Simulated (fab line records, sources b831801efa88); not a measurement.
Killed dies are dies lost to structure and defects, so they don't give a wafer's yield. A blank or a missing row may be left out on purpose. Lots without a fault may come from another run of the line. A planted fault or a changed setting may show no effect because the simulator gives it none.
Split-lot experiment | flow sfq_line | 5 lots, 17 wafers read, on a route of 325 steps

THE SPLIT
At SFQ_TRILAYER_I7_VIA_LITHO_COAT_192 (resist thk 62 nm), the setting spin_rpm was moved away from the recipe's 3000 rpm on 3 of the 17 wafers read, by -5.6% to +2.4%. The other wafers ran this setting at the recipe's value.

FROM THE SPLIT TO THE READING: what the file shows between them, 3 steps
- SFQ_TRILAYER_I7_VIA_LITHO_COAT_187: resist thk 650 nm
- SFQ_TRILAYER_I7_VIA_LITHO_SOFTBAKE_191
- SFQ_TRILAYER_I7_VIA_LITHO_DEVELOP_189: time 60 s

THE READING
etch.depth_nm (the simulator's own value, which no gauge read), in nm, at SFQ_TRILAYER_I7_VIA_BARC_OPEN_VIA_ETCH_260 (etches BARC in O2, target depth 125 nm, time 41.7 s). The file gives no usual value for it. The 14 wafers here that ran the recipe average 62.04 nm, standard deviation 0.12 nm.

wafer  | tool, chamber at the split | spin_rpm as run, rpm | against the recipe | etch.depth_nm, nm | against lot-mates on the recipe
L076.1 | litho_track-04, 0          | 3000                 | recipe             | 61.98             | -
L076.3 | litho_track-04, 0          | 3000                 | recipe             | 62.09             | -
L076.5 | litho_track-04, 0          | 3000                 | recipe             | 61.79             | -
L077.1 | litho_track-03, 0          | 3000                 | recipe             | 62.32             | -
L077.2 | litho_track-03, 0          | 3000                 | recipe             | 62.09             | -
L077.6 | litho_track-03, 0          | 3000                 | recipe             | 62.09             | -
L077.3 | litho_track-03, 0          | 2831                 | -5.6%              | 63.77             | +1.60
L077.5 | litho_track-03, 0          | 2831                 | -5.6%              | 63.82             | +1.65
L078.3 | litho_track-04, 0          | 3000                 | recipe             | 62.1              | -
L078.5 | litho_track-04, 0          | 3000                 | recipe             | 62.13             | -
L078.6 | litho_track-04, 0          | 3000                 | recipe             | 62.04             | -
L083.4 | litho_track-04, 0          | 3073                 | +2.4%              | 61.33             | -0.68
L083.5 | litho_track-04, 0          | 3000                 | recipe             | 61.91             | -
L083.6 | litho_track-04, 0          | 3000                 | recipe             | 62.11             | -
L085.1 | litho_track-04, 0          | 3000                 | recipe             | 61.97             | -
L085.2 | litho_track-04, 0          | 3000                 | recipe             | 61.92             | -
L085.6 | litho_track-04, 0          | 3000                 | recipe             | 61.95             | -

THE FIT
A straight line over all 17 wafers: etch.depth_nm changes by -0.31 nm for each +1% of spin_rpm; r = -0.98; the points scatter about the line by 0.12 nm.
The same after taking each lot's own level away (the mean of its wafers on the recipe; 17 wafers): -0.288 nm for each +1%; r = -0.99; scatter 0.085 nm.
On that fit, the largest move of spin_rpm shifts the reading by 1.6 nm.
The lots' own levels span 61.947 to 62.167 nm, that is 1.8 times the standard deviation above.
So the lot-to-lot level changes the slope little: the two slopes agree.
Check: with one of the wafers moved furthest among these (-5.6%) left out of the fit, the line predicts +1.64 nm for it against its lot-mates. It came out at +1.6 nm against them.

OTHER SPLITS ON THESE WAFERS
These wafers also went through other splits before the reading. Each is held against what the fit with the lots' levels taken away leaves over:
other split on the same wafers               | wafers away from the commonest value | r with etch.depth_nm (lot level and that fit taken away)
SFQ_TRILAYER_C5_LITHO_COAT_156 spin_rpm      | 5                                    | +0.08
SFQ_TRILAYER_I6_VIA_LITHO_COAT_169 spin_rpm  | 5                                    | +0.13
SFQ_TRILAYER_I6_VIA_LITHO_PEB_172 peb_temp_c | 5                                    | +0.10
SFQ_TRILAYER_M7_LITHO_COAT_182 spin_rpm      | 5                                    | +0.01
SFQ_TRILAYER_M7_LITHO_EXPOSE_178 dose_mj     | 3                                    | -0.01

THE WHOLE CHAIN: every reading that the file lists as answering this split, in the file's order
step                                       | what it does                                        | reading                                                                                        | change (the file's fit)               | r (the file's)
SFQ_TRILAYER_I7_VIA_LITHO_COAT_192         | resist thk 62 nm                                    | BARC_of_TRILAYER_I7_VIA_LITHO_COAT_192.thk_nm (the simulator's own value, which no gauge read) | -0.291 nm for each +1% of the setting | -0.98
SFQ_TRILAYER_I7_VIA_BARC_OPEN_VIA_ETCH_260 | etches BARC in O2, target depth 125 nm, time 41.7 s | etch.depth_nm (the simulator's own value, which no gauge read)                                 | -0.289 nm for each +1% of the setting | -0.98

THE FILE'S OWN FIT
etch.depth_nm changes by -0.289 nm for each +1% of spin_rpm, r = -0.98.
